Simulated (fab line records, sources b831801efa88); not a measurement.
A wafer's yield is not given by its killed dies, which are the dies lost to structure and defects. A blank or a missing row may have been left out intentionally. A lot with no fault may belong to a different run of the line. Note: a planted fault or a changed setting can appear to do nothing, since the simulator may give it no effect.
fab line records | flow sky130
record: lots: 15 | wafers: 42 | lastDay: 50
route steps=708 shown NWELL@76 PWDE@84 VT_ADJUST_HVTP@91 PAD_OPEN@708
lots that met no fault: taken from a fault-free run of the same line
startH: the number of hours between the record's first day and the start of the first shown wafer of the lot | waitH: how many hours have passed since the lot's step before this one | " identical to the entry in the row above | L1.1+2: a row that stands for several wafers | - either no value or no given start | * or withheld: withheld | < > ~ a bound
route shown NAME@n: a module of which the file shows steps, and the number in the route of the first | usual: average and standard deviation across the fault-free wafers | same: alike in all rows | chamber/n: place in a boat | sites: the reading at each site | _std_site: how widely they spread, as a standard deviation | _edge_site: the outer-site mean with the inner-site mean subtracted | radiusMm: for every site, how far away it sits from the centre of the wafer | mask NAME#n: copy n | behind: the tool/chamber that last shaped the wafer | hold: reason for holding the lot/hours on hold/outcome of the hold | device: names the non-switching transistor (n, p or np) | end of line: tests of these same wafers at the route's end | step lacking rows: just its recipe | killed: dies that structure and defects cost at the first sort, which is not the same as the wafer's yield | map: the dies of a wafer, with x for killed, . for not killed, _ for no die there
set.NAME: the setting the step ran with; set.NAME@STEP: the setting that earlier step ran with | model.NAME: the simulator's own value behind a step, which no gauge read
the route's steps for a sample of lots (tables are steps, rows are wafers)
== steps ==
step: SKY_NWELL_OVL_MEAS_23
usual: NWELL_01_OVL: -0.7/1.2
lot.wafer | tool       | chamber | startH | waitH | NWELL_01_OVL[nm]
L474.1    | overlay-01 | -       | 105.52 | -     | -3.2
L474.2    | "          | -       | "      | "     | -3.1
L474.5    | "          | -       | "      | "     | -3.0
L475.2    | overlay-01 | -       | 110.39 | -     | -0.5
L475.3    | "          | -       | "      | "     | -0.8
L475.5    | "          | -       | "      | "     | 0.2
L476.3    | overlay-01 | -       | 114.62 | -     | -1.9
L476.5    | "          | -       | "      | "     | -1.9
L476.6    | "          | -       | "      | "     | -1.9
L477.3    | overlay-02 | -       | 120.00 | -     | -0.7
L477.4    | "          | -       | "      | "     | -0.1
L477.5    | "          | -       | "      | "     | -0.1
L478.1    | overlay-02 | -       | 128.59 | -     | -1.7
L478.2    | "          | -       | "      | "     | -1.0
L478.5    | "          | -       | "      | "     | -0.1
L479.2    | overlay-02 | -       | 131.88 | -     | -1.1
L479.5    | "          | -       | "      | "     | -1.2
L479.6    | "          | -       | "      | "     | -2.7
L480.1    | overlay-01 | -       | 139.02 | -     | -0.9
L480.2    | "          | -       | "      | "     | -0.6
L480.3    | "          | -       | "      | "     | -1.6
L481.1    | overlay-02 | -       | 145.28 | -     | -0.8
L481.5    | "          | -       | "      | "     | 0.6
L481.6    | "          | -       | "      | "     | -0.7
L485.3    | overlay-02 | -       | 176.22 | -     | 0.7
L485.4    | "          | -       | "      | "     | 0.8
L489.1    | overlay-01 | -       | 196.06 | -     | -2.5
L489.6    | "          | -       | "      | "     | -3.0
L490.1    | overlay-02 | -       | 206.76 | -     | 0.6
L490.4    | "          | -       | "      | "     | 0.8
L492.1    | overlay-02 | -       | 213.51 | -     | -1.2
L492.2    | "          | -       | "      | "     | 0.6
L492.6    | "          | -       | "      | "     | -0.4
L495.1    | overlay-02 | -       | 240.78 | -     | 0.3
L495.3    | "          | -       | "      | "     | 0.2
L495.6    | "          | -       | "      | "     | -0.6
L497.1    | overlay-02 | -       | 247.81 | -     | 0.7
L497.4    | "          | -       | "      | "     | -0.4
L497.5    | "          | -       | "      | "     | 0.2
L496.1    | overlay-02 | -       | 248.16 | -     | -0.1
L496.2    | "          | -       | "      | "     | 0.2
L496.4    | "          | -       | "      | "     | 0.8
step: SKY_NWELL_TW_MEAS_26
usual: NWELL_2_TW: 497.4/2.6
lot.wafer | tool         | chamber | startH | waitH | NWELL_2_TW
L474.1    | filmMetro-02 | -       | 105.81 | 0.1   | 497.7
L474.2    | "            | -       | "      | "     | 498.6
L474.5    | "            | -       | "      | "     | 496.1
L475.2    | filmMetro-02 | -       | 110.68 | 0.1   | 497.4
L475.3    | "            | -       | "      | "     | 497.3
L475.5    | "            | -       | "      | "     | 493.9
L476.3    | filmMetro-01 | -       | 114.91 | 0.1   | 495.9
L476.5    | "            | -       | "      | "     | 497.4
L476.6    | "            | -       | "      | "     | 497.5
L477.3    | filmMetro-02 | -       | 120.29 | 0.1   | 496.3
L477.4    | "            | -       | "      | "     | 495.5
L477.5    | "            | -       | "      | "     | 495.5
L478.1    | filmMetro-03 | -       | 128.87 | 0.1   | 497.7
L478.2    | "            | -       | "      | "     | 499.3
L478.5    | "            | -       | "      | "     | 498.8
L479.2    | filmMetro-03 | -       | 132.17 | 0.1   | 498.2
L479.5    | "            | -       | "      | "     | 497.6
L479.6    | "            | -       | "      | "     | 494.1
L480.1    | filmMetro-02 | -       | 139.31 | 0.1   | 498.5
L480.2    | "            | -       | "      | "     | 496.3
L480.3    | "            | -       | "      | "     | 496.7
L481.1    | filmMetro-01 | -       | 145.57 | 0.1   | 502.5
L481.5    | "            | -       | "      | "     | 499.9
L481.6    | "            | -       | "      | "     | 499.9
L485.3    | filmMetro-02 | -       | 176.51 | 0.1   | 504.5
L485.4    | "            | -       | "      | "     | 503.8
L489.1    | filmMetro-02 | -       | 196.34 | 0.1   | 499.8
L489.6    | "            | -       | "      | "     | 498.9
L490.1    | filmMetro-02 | -       | 207.04 | 0.1   | 500.0
L490.4    | "            | -       | "      | "     | 499.8
L492.1    | filmMetro-01 | -       | 213.80 | 0.1   | 498.8
L492.2    | "            | -       | "      | "     | 498.4
L492.6    | "            | -       | "      | "     | 500.0
L495.1    | filmMetro-03 | -       | 241.07 | 0.1   | 497.7
L495.3    | "            | -       | "      | "     | 498.4
L495.6    | "            | -       | "      | "     | 493.2
L497.1    | filmMetro-03 | -       | 248.09 | 0.1   | 493.8
L497.4    | "            | -       | "      | "     | 495.3
L497.5    | "            | -       | "      | "     | 495.5
L496.1    | filmMetro-03 | -       | 248.44 | 0.1   | 495.7
L496.2    | "            | -       | "      | "     | 497.5
L496.4    | "            | -       | "      | "     | 495.9
step: SKY_NWELL_RS_MEAS_31
recipe: thkMeasGauge: four-point-probe
usual: PWDE_RS: 5269/21
lot.wafer | tool         | chamber | startH | waitH | PWDE_RS[ohm/sq]
L474.1    | filmMetro-01 | -       | 106.26 | 0.1   | 5264
L474.2    | "            | -       | "      | "     | 5266
L474.5    | "            | -       | "      | "     | 5279
L475.2    | filmMetro-02 | -       | 111.14 | 0.1   | 5282
L475.3    | "            | -       | "      | "     | 5282
L475.5    | "            | -       | "      | "     | 5280
L476.3    | filmMetro-01 | -       | 115.38 | 0.1   | 5239
L476.5    | "            | -       | "      | "     | 5262
L476.6    | "            | -       | "      | "     | 5255
L477.3    | filmMetro-03 | -       | 120.76 | 0.1   | 5257
L477.4    | "            | -       | "      | "     | 5275
L477.5    | "            | -       | "      | "     | 5285
L478.1    | filmMetro-01 | -       | 129.33 | 0.1   | 5271
L478.2    | "            | -       | "      | "     | 5262
L478.5    | "            | -       | "      | "     | 5263
L479.2    | filmMetro-01 | -       | 132.63 | 0.1   | 5247
L479.5    | "            | -       | "      | "     | 5263
L479.6    | "            | -       | "      | "     | 5273
L480.1    | filmMetro-01 | -       | 139.76 | 0.1   | 5229
L480.2    | "            | -       | "      | "     | 5256
L480.3    | "            | -       | "      | "     | 5241
L481.1    | filmMetro-02 | -       | 146.02 | 0.1   | 5278
L481.5    | "            | -       | "      | "     | 5286
L481.6    | "            | -       | "      | "     | 5286
L485.3    | filmMetro-01 | -       | 177.08 | 0.1   | 5289
L485.4    | "            | -       | "      | "     | 5268
L489.1    | filmMetro-03 | -       | 196.80 | 0.1   | 5281
L489.6    | "            | -       | "      | "     | 5293
L490.1    | filmMetro-03 | -       | 207.49 | 0.1   | 5270
L490.4    | "            | -       | "      | "     | 5269
L492.1    | filmMetro-03 | -       | 214.25 | 0.1   | 5258
L492.2    | "            | -       | "      | "     | 5256
L492.6    | "            | -       | "      | "     | 5267
L495.1    | filmMetro-01 | -       | 241.52 | 0.1   | 5259
L495.3    | "            | -       | "      | "     | 5249
L495.6    | "            | -       | "      | "     | 5250
L497.1    | filmMetro-02 | -       | 248.54 | 0.1   | 5290
L497.4    | "            | -       | "      | "     | 5293
L497.5    | "            | -       | "      | "     | 5271
L496.1    | filmMetro-03 | -       | 248.89 | 0.1   | 5241
L496.2    | "            | -       | "      | "     | 5270
L496.4    | "            | -       | "      | "     | 5252
step: SKY_VT_ADJUST_HVTP_DEVELOP_06
recipe: resist: NOVOLAK | developer: TMAH | developTimeS: 60 | devTempC: 23
lot.wafer  | tool          | chamber | startH | waitH
L474.1+2+5 | lithoTrack-04 | 0       | 124.89 | 0.1
L475.2+3+5 | lithoTrack-02 | 0       | 129.39 | 0.1
L476.3+5+6 | lithoTrack-01 | 0       | 134.01 | 0.1
L477.3+4+5 | lithoTrack-04 | 0       | 139.58 | 0.1
L478.1+2+5 | lithoTrack-01 | 0       | 148.11 | 0.1
L479.2+5+6 | lithoTrack-01 | 0       | 151.13 | 0.1
L480.1+2+3 | lithoTrack-04 | 0       | 158.23 | 0.1
L481.1+5+6 | lithoTrack-04 | 0       | 164.48 | 0.1
L485.3+4   | lithoTrack-01 | 0       | 197.86 | 0.1
L489.1+6   | lithoTrack-01 | 0       | 218.01 | 0.1
L490.1+4   | lithoTrack-01 | 0       | 228.81 | 0.1
L492.1+2+6 | lithoTrack-02 | 0       | 236.22 | 0.1
L495.1+3+6 | lithoTrack-04 | 0       | 265.18 | 0.1
L497.1+4+5 | lithoTrack-04 | 0       | 272.08 | 0.1
L496.1+2+4 | lithoTrack-04 | 0       | 272.38 | 0.1
step: SKY_VT_ADJUST_HVTP_CD_MEAS_07
recipe: targetCdNm: 380
usual: cdNm: 379.9/2.8
lot.wafer | tool     | chamber | startH | waitH | cdNm
L474.1    | cdSem-01 | -       | 125.04 | 0.1   | 375.6
L474.2    | "        | -       | "      | "     | 377.2
L474.5    | "        | -       | "      | "     | 377.1
L475.2    | cdSem-01 | -       | 129.54 | 0.1   | 380.1
L475.3    | "        | -       | "      | "     | 383.2
L475.5    | "        | -       | "      | "     | 381.5
L476.3    | cdSem-01 | -       | 134.15 | 0.1   | 380.6
L476.5    | "        | -       | "      | "     | 379.4
L476.6    | "        | -       | "      | "     | 380.2
L477.3    | cdSem-02 | -       | 139.72 | 0.1   | 375.2
L477.4    | "        | -       | "      | "     | 375.3
L477.5    | "        | -       | "      | "     | 378.2
L478.1    | cdSem-02 | -       | 148.26 | 0.1   | 375.5
L478.2    | "        | -       | "      | "     | 377.4
L478.5    | "        | -       | "      | "     | 377.5
L479.2    | cdSem-01 | -       | 151.28 | 0.1   | 384.5
L479.5    | "        | -       | "      | "     | 385.8
L479.6    | "        | -       | "      | "     | 384.4
L480.1    | cdSem-02 | -       | 158.38 | 0.1   | 381.2
L480.2    | "        | -       | "      | "     | 380.1
L480.3    | "        | -       | "      | "     | 377.0
L481.1    | cdSem-02 | -       | 164.63 | 0.1   | 384.1
L481.5    | "        | -       | "      | "     | 382.4
L481.6    | "        | -       | "      | "     | 381.4
L485.3    | cdSem-01 | -       | 198.00 | 0.1   | 376.2
L485.4    | "        | -       | "      | "     | 360.5
L489.1    | cdSem-02 | -       | 218.16 | 0.1   | 384.4
L489.6    | "        | -       | "      | "     | 368.0
L490.1    | cdSem-01 | -       | 228.96 | 0.1   | 380.2
L490.4    | "        | -       | "      | "     | 364.8
L492.1    | cdSem-02 | -       | 236.37 | 0.1   | 382.7
L492.2    | "        | -       | "      | "     | 384.7
L492.6    | "        | -       | "      | "     | 382.9
L495.1    | cdSem-01 | -       | 265.33 | 0.1   | 376.0
L495.3    | "        | -       | "      | "     | 376.0
L495.6    | "        | -       | "      | "     | 374.3
L497.1    | cdSem-02 | -       | 272.23 | 0.1   | 378.8
L497.4    | "        | -       | "      | "     | 377.2
L497.5    | "        | -       | "      | "     | 378.6
L496.1    | cdSem-02 | -       | 272.53 | 0.1   | 378.9
L496.2    | "        | -       | "      | "     | 377.9
L496.4    | "        | -       | "      | "     | 382.8
step: SKY_PAD_OPEN_PROBE_99
usual: killed_at_M0_to_M3: 44/6.5 | killed_at_M4_up: 3.3/1.7 | killedAtContacts: 25/5.3 | killedAtFrontEnd: 15/5 | killedAtOther: 0.2/0.47 | killedDies: 87/9.9 | killedOpen: 47/8 | killedShort: 39/6.1
same: grossDies: 492 | killedAtBackSide: 0
lot.wafer | tool      | chamber | startH  | waitH | killed_at_M0_to_M3 | killed_at_M4_up | killedAtContacts | killedAtFrontEnd | killedAtOther | killedDies | killedOpen | killedShort
L477.3    | prober-02 | -       | 1092.58 | 0.2   | 43                 | 4               | 20               | 16               | 0             | 83         | 40         | 43
L477.4    | prober-02 | -       | 1092.63 | 0.2   | 53                 | 2               | 33               | 27               | 1             | 116        | 65         | 51
L477.5    | prober-02 | -       | 1092.68 | 0.2   | 44                 | 1               | 26               | 16               | 0             | 87         | 49         | 38
L485.3    | prober-02 | -       | 1147.92 | 0.2   | 40                 | 3               | 22               | 12               | 0             | 77         | 35         | 42
L485.4    | prober-02 | -       | 1147.97 | 0.2   | 46                 | 3               | 34               | 6                | 0             | 89         | 53         | 36
L489.6    | prober-02 | -       | 1165.19 | 0.2   | 44                 | 3               | 27               | 20               | 0             | 94         | 44         | 50
L492.1    | prober-01 | -       | 1176.18 | 0.1   | 51                 | 6               | 26               | 8                | 0             | 91         | 43         | 48
L492.2    | prober-01 | -       | 1176.23 | 0.1   | 48                 | 1               | 29               | 8                | 0             | 86         | 43         | 43
L492.6    | prober-01 | -       | 1176.43 | 0.2   | 47                 | 4               | 20               | 10               | 0             | 81         | 40         | 41
L497.1    | prober-02 | -       | 1200.39 | 0.1   | 42                 | 2               | 29               | 21               | 1             | 95         | 56         | 39
L497.4    | prober-02 | -       | 1200.54 | 0.2   | 42                 | 5               | 31               | 12               | 0             | 90         | 50         | 40
L497.5    | prober-02 | -       | 1200.59 | 0.2   | 51                 | 3               | 27               | 11               | 0             | 92         | 61         | 31
L496.1    | prober-02 | -       | 1203.63 | 0.1   | 44                 | 1               | 28               | 16               | 1             | 90         | 49         | 41
L496.2    | prober-02 | -       | 1203.68 | 0.1   | 35                 | 6               | 33               | 16               | 0             | 90         | 48         | 42
L496.4    | prober-02 | -       | 1203.78 | 0.2   | 36                 | 4               | 31               | 11               | 2             | 84         | 43         | 41
killed by level:class
L477.3 VIA1:geometricParticle:open=10 LI_CONTACT:geometricParticle:open=9 METAL1:geometricParticle:short=7 VIA2:geometricParticle:open=6 VIA3:geometricParticle:short=5 CONTACT:geometricParticle:open=4 METAL4:geometricParticle:short=4 FIELD_ISO:geometricParticle:short=3
L477.4 CONTACT:geometricParticle:open=10 LI_CONTACT:geometricParticle:open=10 FIELD_ISO:geometricParticle:open=9 METAL2:geometricParticle:short=9 VIA1:geometricParticle:open=9 VIA2:geometricParticle:open=8 CONTACT:geometricParticle:short=6 VIA1:geometricParticle:short=6
L477.5 CONTACT:geometricParticle:open=10 VIA1:geometricParticle:open=10 LI_CONTACT:geometricParticle:open=7 VIA2:geometricParticle:open=6 FIELD_ISO:geometricParticle:short=5 METAL1:geometricParticle:short=5 VIA3:geometricParticle:open=5 CONTACT:geometricParticle:short=4
L485.3 METAL1:geometricParticle:short=13 VIA1:geometricParticle:open=8 LI_CONTACT:geometricParticle:short=5 CONTACT:geometricParticle:open=5 VIA2:geometricParticle:open=5 LOCAL_INTERCONNECT:geometricParticle:short=4 VIA3:geometricParticle:short=4 METAL2:geometricParticle:short=3
L485.4 CONTACT:geometricParticle:open=11 VIA1:geometricParticle:open=10 LI_CONTACT:geometricParticle:open=9 VIA2:geometricParticle:open=7 CONTACT:geometricParticle:short=6 VIA3:geometricParticle:open=6 METAL2:geometricParticle:short=6 LOCAL_INTERCONNECT:geometricParticle:short=4
L489.6 CONTACT:geometricParticle:open=10 FIELD_ISO:geometricParticle:short=7 VIA3:geometricParticle:open=7 METAL2:geometricParticle:short=7 VIA1:geometricParticle:short=7 VIA1:geometricParticle:open=7 LOCAL_INTERCONNECT:geometricParticle:short=6 FIELD_ISO:geometricParticle:open=5
L492.1 METAL2:geometricParticle:short=11 CONTACT:geometricParticle:open=8 VIA1:geometricParticle:open=8 METAL1:geometricParticle:short=7 VIA3:geometricParticle:open=7 LI_CONTACT:geometricParticle:open=6 CONTACT:geometricParticle:short=6 VIA2:geometricParticle:short=5
L492.2 VIA1:geometricParticle:open=9 METAL2:geometricParticle:short=9 LI_CONTACT:geometricParticle:open=8 CONTACT:geometricParticle:open=8 VIA2:geometricParticle:open=8 METAL1:geometricParticle:short=7 CONTACT:geometricParticle:short=6 VIA3:geometricParticle:short=5
L492.6 VIA1:geometricParticle:open=12 CONTACT:geometricParticle:open=8 VIA2:geometricParticle:short=6 METAL2:geometricParticle:short=6 CONTACT:geometricParticle:short=5 VIA3:geometricParticle:short=5 VIA3:geometricParticle:open=5 VIA2:geometricParticle:open=4
L497.1 CONTACT:geometricParticle:open=12 LI_CONTACT:geometricParticle:open=9 VIA1:geometricParticle:open=9 METAL2:geometricParticle:short=8 VIA1:geometricParticle:short=7 FIELD_ISO:geometricParticle:open=6 FIELD_ISO:geometricParticle:short=4 POLY_GATE:geometricParticle:open=4
L497.4 LI_CONTACT:geometricParticle:open=10 CONTACT:geometricParticle:open=10 VIA1:geometricParticle:open=7 VIA3:geometricParticle:open=7 METAL2:geometricParticle:short=5 LI_CONTACT:geometricParticle:short=4 VIA1:geometricParticle:short=4 CONTACT:geometricParticle:short=4
L497.5 VIA2:geometricParticle:open=14 LI_CONTACT:geometricParticle:open=11 VIA1:geometricParticle:open=9 VIA1:geometricParticle:short=8 CONTACT:geometricParticle:open=8 METAL2:geometricParticle:short=6 VIA3:geometricParticle:open=6 LI_CONTACT:geometricParticle:short=4
L496.1 VIA1:geometricParticle:open=11 LI_CONTACT:geometricParticle:open=9 LOCAL_INTERCONNECT:geometricParticle:short=8 VIA2:geometricParticle:open=7 CONTACT:geometricParticle:short=6 VIA3:geometricParticle:open=6 METAL1:geometricParticle:short=5 FIELD_ISO:geometricParticle:open=4
L496.2 CONTACT:geometricParticle:open=14 VIA1:geometricParticle:open=8 LOCAL_INTERCONNECT:geometricParticle:short=8 METAL2:geometricParticle:short=8 VIA3:geometricParticle:open=8 CONTACT:geometricParticle:short=5 FIELD_ISO:geometricParticle:short=4 LI_CONTACT:geometricParticle:open=4
L496.4 CONTACT:geometricParticle:open=13 VIA1:geometricParticle:open=9 METAL2:geometricParticle:short=8 LI_CONTACT:geometricParticle:open=5 CONTACT:geometricParticle:short=5 VIA2:geometricParticle:open=5 VIA3:geometricParticle:open=5 LOCAL_INTERCONNECT:geometricParticle:short=4
== key ==
firstSign: step: SKY_VT_ADJUST_HVTP_CD_MEAS_07 | reading: cdNm | direction: down | sigmas: 5.5 | usual: 379.9 | struck: 364.4
effect none on later readings
metAt SKY_VT_ADJUST_HVTP_DEVELOP_06
struckLots L485,L489,L490
struckWafers L485.4,L489.6,L490.4
testerLeftOut L485,L489,L490
notActingAt SKY_NWELL_OVL_MEAS_23,SKY_NWELL_TW_MEAS_26,SKY_NWELL_RS_MEAS_31
onsetBetween 151.13 197.86
fault: kind: processParameterDrift | tool: lithoTrack-01 | chamber: - | onsetH: 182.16 | steps: SKY_VT_ADJUST_HVTP_DEVELOP_06 | channel: developTimeS | offset: * | shape: step | endH: 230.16 | scope: struckWafersOnly | actsIn: * | stated: *
testerLeftOut: of these lots the tester's yield and bins aren't shown, on N5 and GAA mostly nor the transistor test; their killed dies are dies lost to structure and defects alone, not to doping, threshold or leakage, so they don't give the yield
